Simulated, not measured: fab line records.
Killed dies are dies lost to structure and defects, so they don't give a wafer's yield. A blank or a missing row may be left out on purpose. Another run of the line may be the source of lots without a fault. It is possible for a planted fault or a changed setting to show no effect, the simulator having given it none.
Which of the tools did it? / flow sky130 / 27 wafers from 9 lots sampled at 5 of the route's 708 steps

## WHAT THE GAUGES READ, wafer by wafer
SKY_METAL2_RS_MEAS_05: uses a four-point probe to measure.
lot=L557; measured=day 36 16:25; on=filmMetro-04; METAL2_ALCU_RS (ohm/sq)=0.1282 0.1271 0.1290
lot=L559; measured=day 36 16:51; on=filmMetro-04; METAL2_ALCU_RS (ohm/sq)=0.1268 0.1259 0.1271
lot=L558; measured=day 36 17:09; on=filmMetro-01; METAL2_ALCU_RS (ohm/sq)=0.1269 0.1287 0.1285
lot=L562; measured=day 36 23:39; on=filmMetro-04; METAL2_ALCU_RS (ohm/sq)=0.1253 0.1284 0.1277
lot=L565; measured=day 42 01:46; on=filmMetro-03; METAL2_ALCU_RS (ohm/sq)=0.1288 0.1260 0.1269
lot=L566; measured=day 42 14:01; on=filmMetro-03; METAL2_ALCU_RS (ohm/sq)=0.1257 0.1292 0.1262
lot=L570; measured=day 42 14:56; on=filmMetro-04; METAL2_ALCU_RS (ohm/sq)=0.1271 0.1246 0.1276
lot=L571; measured=day 42 18:28; on=filmMetro-01; METAL2_ALCU_RS (ohm/sq)=0.1140 0.1136 0.1107 0.1139 0.1137 0.1109
lot=L573; measured=day 43 00:08; on=filmMetro-03; METAL2_ALCU_RS (ohm/sq)=0.1127 0.1094 0.1116 0.1128 0.1098 0.1112

## WHICH TOOL RAN EACH LOT (tool, then ch and the chambers of the sampled wafers, then the start)
lot=L557; SKY_METAL1_DESCUM_17=rieMetal-02 ch 0,1, day 35 10:13; SKY_VIA1_ETCH_14=rieDiel-03 ch 1,3, day 36 14:57; SKY_VIA1_STRIP_16=plasmaAsher-03 ch 0,1, day 36 15:02; SKY_METAL2_SPUTTER_02=pvdSputter-02, day 36 16:19
lot=L559; SKY_METAL1_DESCUM_17=rieMetal-01 ch 0,1, day 35 11:39; SKY_VIA1_ETCH_14=rieDiel-04 ch 0,1,3, day 36 15:19; SKY_VIA1_STRIP_16=plasmaAsher-01 ch 0,1, day 36 15:25; SKY_METAL2_SPUTTER_02=pvdSputter-02, day 36 16:46
lot=L558; SKY_METAL1_DESCUM_17=rieMetal-02 ch 0,1, day 35 12:00; SKY_VIA1_ETCH_14=rieDiel-03 ch 1,3, day 36 15:40; SKY_VIA1_STRIP_16=plasmaAsher-03 ch 0,1, day 36 15:46; SKY_METAL2_SPUTTER_02=pvdSputter-04, day 36 17:02
lot=L562; SKY_METAL1_DESCUM_17=rieMetal-02 ch 0,1, day 35 17:30; SKY_VIA1_ETCH_14=rieDiel-02 ch 1,3, day 36 22:06; SKY_VIA1_STRIP_16=plasmaAsher-01 ch 0,1, day 36 22:11; SKY_METAL2_SPUTTER_02=pvdSputter-04, day 36 23:32
lot=L565; SKY_METAL1_DESCUM_17=rieMetal-02 ch 0, day 40 21:24; SKY_VIA1_ETCH_14=rieDiel-02 ch 0,1, day 42 00:17; SKY_VIA1_STRIP_16=plasmaAsher-03 ch 1, day 42 00:22; SKY_METAL2_SPUTTER_02=pvdSputter-04, day 42 01:39
lot=L566; SKY_METAL1_DESCUM_17=rieMetal-01 ch 0,1, day 41 09:22; SKY_VIA1_ETCH_14=rieDiel-04 ch 1,2,3, day 42 12:32; SKY_VIA1_STRIP_16=plasmaAsher-03 ch 0,1, day 42 12:39; SKY_METAL2_SPUTTER_02=pvdSputter-02, day 42 13:53
lot=L570; SKY_METAL1_DESCUM_17=rieMetal-02 ch 0,1, day 41 10:30; SKY_VIA1_ETCH_14=rieDiel-02 ch 0,1,3, day 42 13:29; SKY_VIA1_STRIP_16=plasmaAsher-01 ch 0,1, day 42 13:34; SKY_METAL2_SPUTTER_02=pvdSputter-01, day 42 14:50
lot=L571; SKY_METAL1_DESCUM_17=rieMetal-04 ch 0,1, day 41 13:30; SKY_VIA1_ETCH_14=rieDiel-04 ch 0,1,2, day 42 17:00; SKY_VIA1_STRIP_16=plasmaAsher-01 ch 0,1, day 42 17:05; SKY_METAL2_SPUTTER_02=pvdSputter-04, day 42 18:22
lot=L573; SKY_METAL1_DESCUM_17=rieMetal-01 ch 0,1, day 41 19:54; SKY_VIA1_ETCH_14=rieDiel-02 ch 0,1,3, day 42 22:39; SKY_VIA1_STRIP_16=plasmaAsher-03 ch 0,1, day 42 22:44; SKY_METAL2_SPUTTER_02=pvdSputter-04, day 43 00:03
- SKY_METAL1_DESCUM_17: chemistry O2, time 8 s.
- SKY_VIA1_ETCH_14: etches BARC in N2/H2, stops on SiO2, time 45.9 s, target depth 60 nm.
- SKY_VIA1_STRIP_16: strips in O2/N2.
- SKY_METAL2_SPUTTER_02: material AlCu, target thk 250 nm, time 13.3 s.

## THE ANSWER, worked out from the rows above alone
Rule: usual is defined by the lots themselves. Put in order of their means at a reading, lots are off if they are a third of the lots or fewer, leave a main group of 4 or more, and stand apart from it by a gap of 3 or more times the standard deviation of the main group's means; of several such gaps the widest counts. If all means in a main group match to the digits the tables above print for the reading, that group is not used. Also off: a lot with no number at a reading for which 4 or more lots have one. All remaining lots with rows at the step are treated as sound.
Off: L571, L573, at SKY_METAL2_RS_MEAS_05 (METAL2_ALCU_RS). The main group: mean 0.1272 ohm/sq, standard deviation 0.0006.
If a tool, at a process step before that reading, ran all the lots that are off and no sound lot after the first of them, it fits. Those tools and the gauges at SKY_METAL2_RS_MEAS_05 are tried in the same way. One candidate fits, namely pvdSputter-04 at SKY_METAL2_SPUTTER_02. A fault onset in the window from L565 (day 42 01:39, its last sound lot) to L571 (day 42 18:22, its first lot off) fits.

## WHAT THE SIMULATOR HAD INSERTED
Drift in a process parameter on pvdSputter-04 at SKY_METAL2_SPUTTER_02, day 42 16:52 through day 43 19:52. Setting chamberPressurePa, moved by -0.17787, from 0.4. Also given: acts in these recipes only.
Lots struck among those shown: L571, L573. The rule above reached the same finding.
